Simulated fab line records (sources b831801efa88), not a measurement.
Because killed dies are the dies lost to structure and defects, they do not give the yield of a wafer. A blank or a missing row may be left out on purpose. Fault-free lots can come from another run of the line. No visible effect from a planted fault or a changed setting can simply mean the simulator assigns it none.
Code-filled problem report in 8D (eight disciplines) form | flow gf180mcu | the parts of the form that need people (team, actions taken, sign-off) are left out

== 1. WHAT IS WRONG ==
Mean of cdNm at GF_M1_CD_MEAS_14: 250.9 nm across 6 wafers in 2 lots; on wafers with no fault it is 230.0 nm (standard deviation 1.4). Measured from the usual mean, that is +15 standard deviations.
The step: target cd 230 nm.
The first sign was on wafer L792.3 at day 21 00:16, on cdSem-02. Wafers with a number at this step in the record: 35, from 12 lots. The rule behind "out" and "out of limits": a value lying over 4 standard deviations away from the usual mean. Any other wafer with a number is counted as sound.

== 2. WHAT THIS IS AND IS NOT ==
question                    | is                     | is not
which readings at this step | cdNm                   | -
which lots                  | L792, L794             | L783, L784, L786, L789, L795, L796, L797, L799, L801, L805
which wafers of those lots  | all that have a number | -
read on which gauges        | cdSem-01, cdSem-02     | -
when                        | from day 21 00:16      | up to then (12 sound wafers); but 17 sound wafers of L795, L796, L797, L799, L801, L805 came after

== 3. WHAT RULES OUT EACH SUSPECT ==
Counting: a tool stays on the suspect list if, at a process step up to the reading, it processed all lots that are out and no sound lot following the first of them.
- the gauge at GF_M1_CD_MEAS_14: ruled out. 2 gauges (cdSem-01, cdSem-02) read the wafers that are out.
- pvdSputter-02 at GF_M1_SPUTTER_04 (material TiN, target thk 50 nm, time 41.7 s): ruled out as a lasting fault. After its first lot that is out, L792 (day 20 00:01), sound lots L796, L797, L799 ran on it.
- krfScanner-01 at GF_M1_EXPOSE_11 (exposes mask Metal1, target cd 230 nm): kept. It ran every lot that is out, first L792 (day 20 12:16), and no sound lot after that; its last sound lot up to then is L789 (day 19 05:11). Out on those wafers are its own readings of exposureDoseMJCm2.
After counting, what remains is krfScanner-01 at GF_M1_EXPOSE_11.

== 4. THE CAUSE (what the simulator had put in) ==
Process parameter drift: krfScanner-01, from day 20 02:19 on, at GF_M1_EXPOSE_11. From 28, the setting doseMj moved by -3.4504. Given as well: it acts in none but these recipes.
The count eliminated every tool but this one.

== 5. SEQUENCE OF EFFECTS, ordered by route ==
One row per reading whose mean, taken over the struck wafers that have a number, lies over 3 standard deviations from the usual. Only readings for which the record gives a usual standard deviation are gone through. hours: the time from each lot's start at the first step in this table that gives one to its start at this step, as a median over the lots. sigmas: the change in usual standard deviations.
hours | step             | reading           | usual    | on struck wafers | change | sigmas
0     | GF_M1_EXPOSE_11  | exposureDoseMJCm2 | 27.87    | 24.44            | -3.43  | -90
12    | GF_M1_CD_MEAS_14 | cdNm              | 230.0 nm | 250.9            | +20.9  | +15
It contains these process steps:
- GF_M1_EXPOSE_11: exposes mask Metal1, target cd 230 nm.
Later measuring or inspecting steps at which every struck wafer that the step has a row for has a number for every such reading, and none has moved that far: GF_V1_BOW_MEAS_05.

== 6. HOW IT WOULD HAVE BEEN CAUGHT EARLIER ==
In this record the first reading out of limits at a measuring or inspecting step was taken at day 21 00:16, 22 hours after the fault began at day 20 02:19.
The tool's own readings at GF_M1_EXPOSE_11 were out on every struck wafer that the step has a row for (exposureDoseMJCm2): an alarm limit on them would have fired on the first of those.
By day 21 00:16, every lot that is out (2) had started GF_M1_EXPOSE_11 on krfScanner-01. Holding the tool at that point would not have protected any of them.
